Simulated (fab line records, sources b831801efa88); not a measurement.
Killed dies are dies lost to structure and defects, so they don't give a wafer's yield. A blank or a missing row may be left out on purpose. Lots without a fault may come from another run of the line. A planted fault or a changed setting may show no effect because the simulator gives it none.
Which tool did it? | flow sky130 | 7 lots, 21 wafers sampled, at 3 steps of a route of 708

WHAT THE GAUGES READ, wafer by wafer
SKY_METAL3_CD_MEAS_13: target cd 300 nm.
lot  | measured     | on        | cd_nm (nm)
L443 | day 40 01:02 | cd_sem-01 | 301.4 302.7 302.0
L446 | day 40 19:11 | cd_sem-01 | 300.5 301.1 299.8
L450 | day 41 23:13 | cd_sem-01 | 299.2 299.5 301.2
L452 | day 42 13:48 | cd_sem-01 | - - -
L454 | day 43 04:54 | cd_sem-02 | 299.9 299.7 299.0
L460 | day 44 16:14 | cd_sem-02 | 298.3 297.2 297.3
L462 | day 45 09:42 | cd_sem-01 | 298.9 298.3 299.0

WHICH TOOL RAN EACH LOT (tool, then ch and the chambers of the sampled wafers, then the start)
lot  | SKY_METAL3_SPUTTER_02        | SKY_METAL3_DEVELOP_12
L443 | pvd_sputter-04, day 37 21:17 | litho_track-03 ch 0, day 40 00:00
L446 | pvd_sputter-01, day 38 17:02 | litho_track-04 ch 0, day 40 19:00
L450 | pvd_sputter-03, day 39 22:25 | litho_track-02 ch 0, day 41 23:00
L452 | pvd_sputter-01, day 40 12:56 | litho_track-03, day 42 13:00
L454 | pvd_sputter-01, day 41 03:49 | litho_track-03 ch 0, day 43 04:00
L460 | pvd_sputter-01, day 42 18:18 | litho_track-02 ch 0, day 44 16:00
L462 | pvd_sputter-03, day 43 13:15 | litho_track-04 ch 0, day 45 09:00
- SKY_METAL3_SPUTTER_02: material AlCu, target thk 735 nm, time 39.1 s.
- SKY_METAL3_DEVELOP_12: develop time 57.68 s.

THE ANSWER, worked out from the rows above alone
Rule: what is usual is taken from the lots themselves. Put in order of their means at a reading, lots are off if they are a third of the lots or fewer, leave a main group of 4 or more, and stand apart from it by a gap of 3 or more times the standard deviation of the main group's means; of several such gaps the widest counts. A main group whose means are all the same, to the digits that the tables above print for the reading, isn't used. A lot without any number at a reading at which 4 lots or more have one is off too. The other lots that the step has rows for count as sound.
Off: L452, at SKY_METAL3_CD_MEAS_13 (cd_nm). Without a number there: L452. The main group: mean 299.7 nm, standard deviation 1.4.
A tool fits if, at a process step before that reading, it ran every lot that is off, and no sound lot after the first of them. The gauges at SKY_METAL3_CD_MEAS_13 are tried like those tools. None of those tried fits.

WHAT THE SIMULATOR HAD PUT IN
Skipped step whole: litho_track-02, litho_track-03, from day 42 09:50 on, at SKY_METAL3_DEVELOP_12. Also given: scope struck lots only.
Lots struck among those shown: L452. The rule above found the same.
